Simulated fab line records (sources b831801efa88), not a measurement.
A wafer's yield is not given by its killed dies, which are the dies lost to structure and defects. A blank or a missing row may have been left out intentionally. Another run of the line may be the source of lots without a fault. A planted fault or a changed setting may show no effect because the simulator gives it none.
Which tool is to blame? ; flow gf180mcu ; at 1 step of a route of 602, 14 lots with 42 wafers sampled

## WHAT THE GAUGES SHOWED, per wafer
GF_V4_THK_MEAS_25: measures by xrf. Usual: V4_W_THK 353 nm, standard deviation 4.
lot;measured;on;V4_W_THK (nm);flag
L400;day 24 21:10;film metro-02;352 349 354;
L402;day 25 15:05;film metro-02;353 348 358;
L404;day 25 22:56;film metro-04;359 351 350;
L405;day 26 15:56;film metro-01;355 356 355;
L410;day 27 20:54;film metro-04;353 350 350;
L411;day 27 21:55;film metro-01;347 349 347;
L412;day 28 17:52;film metro-02;356 356 359;
L413;day 29 07:49;film metro-04;358 347 354;
L417;day 29 23:57;film metro-04;359 352 358;
L418;day 30 06:29;film metro-04;355 349 351;
L420;day 30 22:55;film metro-02;343 357 352;
L421;day 31 01:04;film metro-04;356 359 356;
L422;day 31 04:37;film metro-04;352 355 351;
L423;day 31 16:27;film metro-01;348 345 345;

## WHICH TOOL RAN EACH LOT (tool, then ch and the chambers of the sampled wafers, then the start)
Record: no process step prior to these readings.

## AS READ BY THE TOOLS THEMSELVES (means over the sampled wafers that have a number; for cases with no such wafer, the mark the record gives instead)
The record holds no such reading with a usual standard deviation.

## THE ANSWER, worked out from the rows above alone
Rule: a lot counts as off when the mean over its wafers that have a number is more than 3 standard deviations away from the usual mean. Also off: a lot with no number at a reading for which 4 or more lots have one. Any other lot the step has rows for is counted as sound. First the gauges in route order, then the tools' own readings, where a lot's mean is used as printed above. The first step at which some lot is off is used, and at that step the reading that is off furthest; a lot without a number counts as furthest.
Nothing can be told from this: no lot is off at any reading shown.

## WHAT THE SIMULATOR HAD PUT IN
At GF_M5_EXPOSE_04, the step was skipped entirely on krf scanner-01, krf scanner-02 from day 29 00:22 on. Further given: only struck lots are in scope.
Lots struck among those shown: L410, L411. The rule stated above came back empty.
